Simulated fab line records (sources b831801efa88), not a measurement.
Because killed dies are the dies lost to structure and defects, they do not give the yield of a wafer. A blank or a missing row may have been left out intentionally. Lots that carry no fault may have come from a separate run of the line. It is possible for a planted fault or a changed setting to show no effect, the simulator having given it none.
A struck lot beside a sound one | flow sky130 | 15 out of 708 route steps
Sound: the wafers L664.3, L664.5, L664.6. Wafers struck: L668.1, L668.2, L668.4. The cause is named last.
For every step that has rows: the tool of each side, followed by ch and its chambers, followed by its first start. Under that, the readings that differ: sound wafers | struck wafers | difference of the means | sigmas: that difference in standard deviations of wafers without a fault.
alike: same words and numbers on both sides, and readings whose means sit less than 2 such deviations apart. not compared: any withheld reading, any reading some wafer has no value for, any bound like >300 that may hide the same value, and any number with overlapping values for which the record gives no deviation.
Wherever a step has rows on one side only, a row that says differs or no value, or a row with sigmas, the two part there. Numbers that have no deviation but don't overlap get no sigmas and don't part them. A reading missing from all wafers of one side parts the sides only when that side holds two or more wafers.

first, 3 steps without rows for these wafers: SKY_SD_P_EXPOSE_04 (exposes mask PSDM, target cd 380 nm); SKY_SD_P_PEB_05; SKY_SD_P_DEVELOP_06 (develop time 61.7 s).
SKY_SD_P_CD_MEAS_07: the cd target is 380 nm.
  sound on cd sem-02 at day 30 05:45; struck on cd sem-01 at day 30 05:50
  alike: cd nm
SKY_SD_P_OVL_MEAS_08:
  sound on overlay-01 at day 30 05:50; struck on overlay-02 at day 30 05:58
  alike: SD_P_OVL
after that, 1 step had no rows for these wafers: SKY_SD_P_IMPLANT_09.
SKY_SD_P_STRIP_10: strips in O2/N2.
  sound on plasma asher-01 ch 0,1, day 30 06:03; struck on plasma asher-03 ch 0,1, day 30 06:08
  alike: drypump motor current A, oes product au, strip time to endpoint s
  not compared: rf hours counter h
SKY_SD_P_TW_MEAS_11:
  sound on film metro-03 at day 30 06:08; struck on film metro-01 at day 30 06:14
  reading | sound          | struck         | difference | sigmas
  SD_P_TW | 2847 2850 2864 | 2802 2787 2793 | -60        | -3
then, 4 steps without rows for these wafers: SKY_RES_XHIGH_DEHYDRATE_00 (time 60 s); SKY_RES_XHIGH_HMDS_01 (prime time 60 s); SKY_RES_XHIGH_COAT_02 (resist thk 1140 nm); SKY_RES_XHIGH_SOFTBAKE_03 (time 60 s).
SKY_RES_XHIGH_EXPOSE_04: exposes mask URPM, target cd 1270 nm.
  sound on iline stepper-01 ch 0, day 30 19:27; struck on iline stepper-02 ch 0, day 30 19:40
  reading | sound                | struck                        | difference | sigmas
  mask    | URPM#0 URPM#0 URPM#0 | URPM_R1#0 URPM_R1#0 URPM_R1#0 | differs    |
after that, 1 step had no rows for these wafers: SKY_RES_XHIGH_PEB_05.
-- the record jumps here: 18 days lie between the struck wafers' starts before and after (it left off in module RES_XHIGH and takes up again in module PAD_OPEN, whose first step shown is number 708 of the route) --
SKY_PAD_OPEN_PROBE_99:
  record: rows for the struck wafers here (prober-02, day 49 05:07), none for the sound ones

== WHERE THEY PART ==
At SKY_SD_P_TW_MEAS_11 first; at SKY_PAD_OPEN_PROBE_99 last (within this record only).

WHY: the cause the simulator had injected
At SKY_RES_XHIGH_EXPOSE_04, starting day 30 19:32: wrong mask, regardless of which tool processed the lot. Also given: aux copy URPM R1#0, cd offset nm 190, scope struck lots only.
